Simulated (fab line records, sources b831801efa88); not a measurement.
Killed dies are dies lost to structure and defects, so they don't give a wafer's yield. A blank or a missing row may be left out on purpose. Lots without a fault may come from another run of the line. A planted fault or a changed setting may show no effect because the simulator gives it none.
Problem report in the 8D (eight disciplines) form, filled by code | flow sky130 | the parts of the form that need people (team, actions taken, sign-off) are left out

1. THE PROBLEM
killed_at_contacts at SKY_PAD_OPEN_PROBE_99 reads a mean of 90 on 6 wafers of 2 lots; wafers without a fault read 25 with a standard deviation of 5.8. That is +11 standard deviations from the usual mean.
First seen on wafer L878.1, day 49 00:38, on prober-01. The record holds 6 wafers of 2 lots with a number at this step. Rule for "out", or "out of limits": more than 4 standard deviations from the usual mean. The other wafers with a number count as sound.

2. WHAT IT IS AND WHAT IT IS NOT
question                    | is                              | is not
which readings at this step | killed_at_contacts, killed_dies | killed_at_M0_to_M3, killed_at_M4_up, killed_at_front_end, killed_open, killed_short
which lots                  | L878, L879                      | -
which wafers of those lots  | all that have a number          | -
read on which tools         | prober-01, prober-02            | -
when                        | from day 49 00:38               | up to then (0 sound wafers)

3. SUSPECTS, AND WHAT RULES EACH OUT
Counting: a tool at a process step up to the reading stays a suspect if it ran every lot that is out and no sound lot after the first of them.
- pvd_sputter-03 at SKY_LI_CONTACT_SPUTTER_20 (material TiN, target thk 20 nm, time 80 s): kept. It ran every lot that is out, first L878 (day 33 16:38), and no sound lot after that.
- plasma_asher-04 at SKY_METAL5_STRIP_16 (strips in O2/N2): kept. It ran every lot that is out, first L878 (day 47 05:42), and no sound lot after that.
Left after counting: pvd_sputter-03 at SKY_LI_CONTACT_SPUTTER_20, plasma_asher-04 at SKY_METAL5_STRIP_16.

4. THE CAUSE (what the simulator had put in)
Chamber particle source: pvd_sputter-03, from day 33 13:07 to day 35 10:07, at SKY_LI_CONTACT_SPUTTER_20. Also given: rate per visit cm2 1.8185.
Counting left 2 suspects, and this tool is among them.

5. THE CHAIN OF EFFECTS, in route order
Each row: a reading whose mean over the struck wafers that have a number lies more than 3 standard deviations from the usual. Only readings for which the record gives a usual standard deviation are gone through. hours: the time from each lot's start at the first step in this table that gives one to its start at this step, as a median over the lots. sigmas: the change in usual standard deviations.
hours | step                  | reading            | usual | on struck wafers | change | sigmas
0     | SKY_PAD_OPEN_PROBE_99 | killed_at_contacts | 25    | 90               | +65    | +11
0     | SKY_PAD_OPEN_PROBE_99 | killed_dies        | 88    | 148              | +60    | +6.1
The process steps in it:
- SKY_PAD_OPEN_PROBE_99

6. WHAT WOULD HAVE CAUGHT IT SOONER
In this record the first reading out of limits was taken at day 49 00:38, 372 hours after the fault began at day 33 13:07.
Of the tool readings at SKY_LI_CONTACT_SPUTTER_20 for which the record gives a usual standard deviation, none was out on any struck wafer, so an alarm limit of 4 standard deviations on them would not have fired.
All the lots that are out (2) had begun SKY_LI_CONTACT_SPUTTER_20 on pvd_sputter-03 by day 49 00:38. A hold on the tool at that time would have spared none of them.
